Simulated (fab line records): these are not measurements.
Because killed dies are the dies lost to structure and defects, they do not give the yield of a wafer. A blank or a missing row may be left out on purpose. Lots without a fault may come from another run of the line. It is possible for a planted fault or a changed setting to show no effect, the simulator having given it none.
Matching of chambers -- flow sky130 -- SKY_VIA4_CMP_02 on cmp-01 has 4 sister chambers
The step polishes SiO2. 4 wafers are shown with their chamber, then 9 later ones without.

== WAFERS PAIRED WITH THEIR CHAMBERS ==
wafer,chamber,motor_current_A (A)
L090.2,1,11.6
L092.3,0,13.7
L092.4,3,12.3
L092.6,2,13.5

== WAFERS WITHOUT THEIR CHAMBER ==
wafer,motor_current_A (A)
L093.3,12.5
L093.4,13.0
L093.5,12.5
L096.4,12.5
L096.5,13.1
L096.6,14.3
L097.1,12.0
L097.3,12.8
L097.4,12.1

== EACH ONE'S CHAMBER ==
wafer,from the rows above,in truth
L093.3,can't be placed: 3 or 1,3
L093.4,can't be placed: 2 or 0 or 3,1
L093.5,can't be placed: 3 or 1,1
L096.4,can't be placed: 3 or 1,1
L096.5,can't be placed: 2 or 0 or 3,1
L096.6,can't be placed: 0 or 2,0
L097.1,can't be placed: 3 or 1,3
L097.3,can't be placed: 3 or 2 or 0 or 1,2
L097.4,can't be placed: 3 or 1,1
Correct placement for 0 of the 9. Cannot be placed on the basis of these rows: 9; the candidates contain the true chamber in 7. 0 placed wrongly.
How it was worked out, from the rows above alone: a wafer's distance from a chamber is the root of the sum, over the readings, of the square of ((its reading less the chamber's mean) divided by the reading's scatter). The wafer belongs to the nearest chamber; if the next one is less than 2 further off, it can't be placed. Each chamber's mean is taken over the wafers shown for it. The scatter: root of mean squared gap, hidden wafer to nearest shown wafer, with one shown wafer a chamber.
